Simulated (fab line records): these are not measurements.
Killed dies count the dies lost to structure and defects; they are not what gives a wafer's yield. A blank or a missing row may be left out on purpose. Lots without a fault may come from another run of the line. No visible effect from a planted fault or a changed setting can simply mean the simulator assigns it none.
One fault seen from 2 desks + flow gf180mcu + each desk holds nothing but its own numbers, with what lay behind them at the end

## THE TOOL OWNER'S DESK: implanter-04
The tool's own readings at GF_MVSD_IMPLANT_08, given as means over the sampled wafers that have a number, one for each lot that went through this tool. The brackets show how far a lot's mean lies from the usual mean; more than 4 standard deviations puts the lot out of limits, marked OUT.
Columns: A = beam-on-s at GF_MVSD_IMPLANT_08, usual 10.01 s; B = dose-ions-cm2 at GF_MVSD_IMPLANT_08, usual 1.6e+13; C = faraday-current-uA at GF_MVSD_IMPLANT_08, usual 90.2; D = tilt-deg at GF_MVSD_IMPLANT_08, usual 0.001 degrees
| lot  | first seen here | A     | B                 | C               | D      |
|------|-----------------|-------|-------------------|-----------------|--------|
| L973 | day 5 05:04     | 9.90  | 1.6e+13           | 91.4            | 0.028  |
| L974 | day 5 08:50     | 9.97  | 1.6e+13           | 90.5            | -0.030 |
| L975 | day 5 14:43     | 9.96  | 1.6e+13           | 90.8            | -0.019 |
| L989 | day 8 23:24     | 9.92  | 1.5e+13 (-73) OUT | 83.2            | 0.004  |
| L990 | day 9 05:53     | 10.24 | 1.5e+13 (-73) OUT | 81.0 (-5.1) OUT | -0.012 |
This desk's finding: out of limits on L989, L990; first on L989, day 8 23:24 (dose-ions-cm2 at GF_MVSD_IMPLANT_08). Within limits: L973, L974, L975.

## THE METROLOGY DESK
What the gauges read, lot by lot, whatever tool the lot ran on: means of the sampled wafers that have a number. The brackets show how far a lot's mean lies from the usual mean; more than 4 standard deviations puts the lot out of limits, marked OUT.
Columns: A = cd-nm at GF_STI_CD_MEAS_12, usual 220.1 nm; B = MVSD_TW at GF_MVSD_TW_MEAS_11, usual 1582; C = MVSD_RS at GF_VT_IMPLANT_RS_MEAS_46, usual 456.7 ohm/sq
| lot  | first seen here | A     | B    | C               |
|------|-----------------|-------|------|-----------------|
| L972 | day 2 11:23     | 217.7 | 1585 | 457.4           |
| L973 | day 2 16:49     | 219.8 | 1578 | 458.7           |
| L974 | day 2 21:31     | 220.5 | 1593 | 457.3           |
| L975 | day 3 03:05     | 222.3 | 1605 | 454.7           |
| L976 | day 3 08:02     | 219.9 | 1575 | 456.0           |
| L978 | day 3 18:32     | 219.6 | 1593 | 454.6           |
| L989 | day 6 02:14     | 220.3 | 1541 | 474.9 (+17) OUT |
| L990 | day 6 07:59     | 220.6 | 1558 | 477.1 (+19) OUT |
| L991 | day 6 14:01     | 218.8 | 1556 | 457.5           |
| L992 | day 6 20:34     | 218.3 | 1594 | 455.8           |
| L993 | day 7 00:46     | 221.2 | 1577 | 457.0           |
This desk's result: L989, L990 out of limits, first on L989 (MVSD_RS at GF_VT_IMPLANT_RS_MEAS_46), day 12 19:38. Within limits: L972, L973, L974, L975, L976, L978, L991, L992, L993.

## PUT TOGETHER
An alarm could have come from the tool owner's desk at day 8 23:24, on L989, L990.
L989, L990 would have let the metrology desk raise an alarm at day 12 19:38.
The lots listed all ran GF_MVSD_IMPLANT_08 on implanter-04.

## WHAT THE SIMULATOR HAD PUT IN
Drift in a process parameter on implanter-04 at GF_MVSD_IMPLANT_08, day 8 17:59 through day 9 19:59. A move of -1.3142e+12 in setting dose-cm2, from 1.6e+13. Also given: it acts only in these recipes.
Struck lots among those shown: L989, L990.
Delay (hours) between the fault's onset and each desk's first out-of-limits reading: 5 at the tool owner's desk, 98 at the metrology desk.
